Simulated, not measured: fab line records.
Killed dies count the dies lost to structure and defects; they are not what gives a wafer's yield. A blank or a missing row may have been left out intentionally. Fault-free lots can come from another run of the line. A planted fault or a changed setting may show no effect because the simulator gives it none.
Comparing a struck lot with a sound one ; flow sky130 ; 15 steps out of a route of 708
Sound: the wafers L297.3, L297.5, L297.6. Struck: wafers L302.1, L302.5. (L302.3 of the same lot was not struck and is left out.) The cause comes at the end.
At each step with rows: each side's tool, then ch and its chambers, then its first start. Under that, the readings that differ: sound wafers ; struck wafers ; difference of the means ; sigmas: that difference in standard deviations of wafers without a fault.
alike: words and numbers the same on both sides, and readings whose means are apart by under 2 such deviations; not compared: readings that were withheld, readings missing a value for some wafer, numbers with overlapping values and no deviation given by the record, and bounds like >300 which may hide the same value.
A row with sigmas, a row that says differs or no value, or rows on one side alone: a step with any of these is where the two part. Numbers that don't overlap but have no deviation are shown without sigmas and don't part them. A reading missing from all wafers of one side parts the sides only when that side holds two or more wafers.

SKY_CONTACT_STRIP_19: strips in O2/N2.
  sound on plasma-asher-02 ch 0,1, day 34 18:47; struck on plasma-asher-02 ch 1, day 36 10:49
  alike: drypump-motor-current-A, oes-product-au, strip-time-to-endpoint-s
  not compared: rf-hours-counter-h
then, 3 steps without rows for these wafers: SKY_CONTACT_STRIP_20 (strips in post etch residue remover, time 1200 s); SKY_CONTACT_CLEAN_21 (cleans in IPA, time 180 s); SKY_CONTACT_CLEAN_22 (cleans in O3/DIW).
SKY_CONTACT_SPUTTER_23: material TiN, target thk 20 nm, time 80 s.
  sound on pvd-sputter-04, day 34 19:22; struck on pvd-sputter-04, day 36 11:24
reading;sound;struck;difference;sigmas
cathode-dc-power-W (W);4000.5 4000.5 4000.6;3998.8 3999.4;-1.4;-2
  alike: throttle-valve-pct
then, 1 step without rows for these wafers: SKY_CONTACT_CVD_24 (deposits W, target thk 340 nm, time 102.12 s).
SKY_CONTACT_RS_MEAS_25: uses a four-point probe to measure.
  sound on film-metro-02, day 34 19:34; struck on film-metro-03, day 36 11:34
  alike: CONTACT_W_RS
SKY_CONTACT_THK_MEAS_26: measures by xrf.
  sound on film-metro-02, day 34 19:40; struck on film-metro-03, day 36 11:41
  alike: CONTACT_W_THK
then, 1 step without rows for these wafers: SKY_CONTACT_CMP_27 (polishes, stops on SiO2, t overpolish 15 s, target thk 0 nm).
SKY_METAL1_SPUTTER_00: material Ti, target thk 15 nm, time 10 s.
  sound on pvd-sputter-01, day 34 20:01; struck on pvd-sputter-01, day 36 12:03
  alike: cathode-dc-power-W, throttle-valve-pct
SKY_METAL1_SPUTTER_01: material TiN, target thk 20 nm, time 16.7 s.
  sound on pvd-sputter-01, day 34 20:02; struck on pvd-sputter-01, day 36 12:04
  alike: cathode-dc-power-W, throttle-valve-pct
then, 1 step without rows for these wafers: SKY_METAL1_SPUTTER_02 (material AlCu, target thk 250 nm, time 13.3 s).
SKY_METAL1_SPUTTER_03: material Ti, target thk 5 nm, time 3.3 s.
  sound on pvd-sputter-01, day 34 20:05; struck on pvd-sputter-01, day 36 12:07
reading;sound;struck;difference;sigmas
model.Ti_of_METAL1_SPUTTER_03.thk-nm (nm);5.064 5.043 4.988;4.001 4.121;-0.971;
  alike: cathode-dc-power-W, throttle-valve-pct
SKY_METAL1_SPUTTER_04: material TiN, target thk 70 nm, time 58.3 s.
  sound on pvd-sputter-01, day 34 20:06; struck on pvd-sputter-01, day 36 12:08
  alike: cathode-dc-power-W, throttle-valve-pct
after that, 1 step had no rows for these wafers: SKY_PAD_OPEN_PROBE_99.

## WHERE THEY PART
Within this record, at SKY_CONTACT_SPUTTER_23 only. Later steps at which nothing parts them and some readings are alike: SKY_CONTACT_RS_MEAS_25, SKY_CONTACT_THK_MEAS_26, SKY_METAL1_SPUTTER_00, SKY_METAL1_SPUTTER_01, SKY_METAL1_SPUTTER_03, SKY_METAL1_SPUTTER_04.

WHY: what had been put in by the simulator
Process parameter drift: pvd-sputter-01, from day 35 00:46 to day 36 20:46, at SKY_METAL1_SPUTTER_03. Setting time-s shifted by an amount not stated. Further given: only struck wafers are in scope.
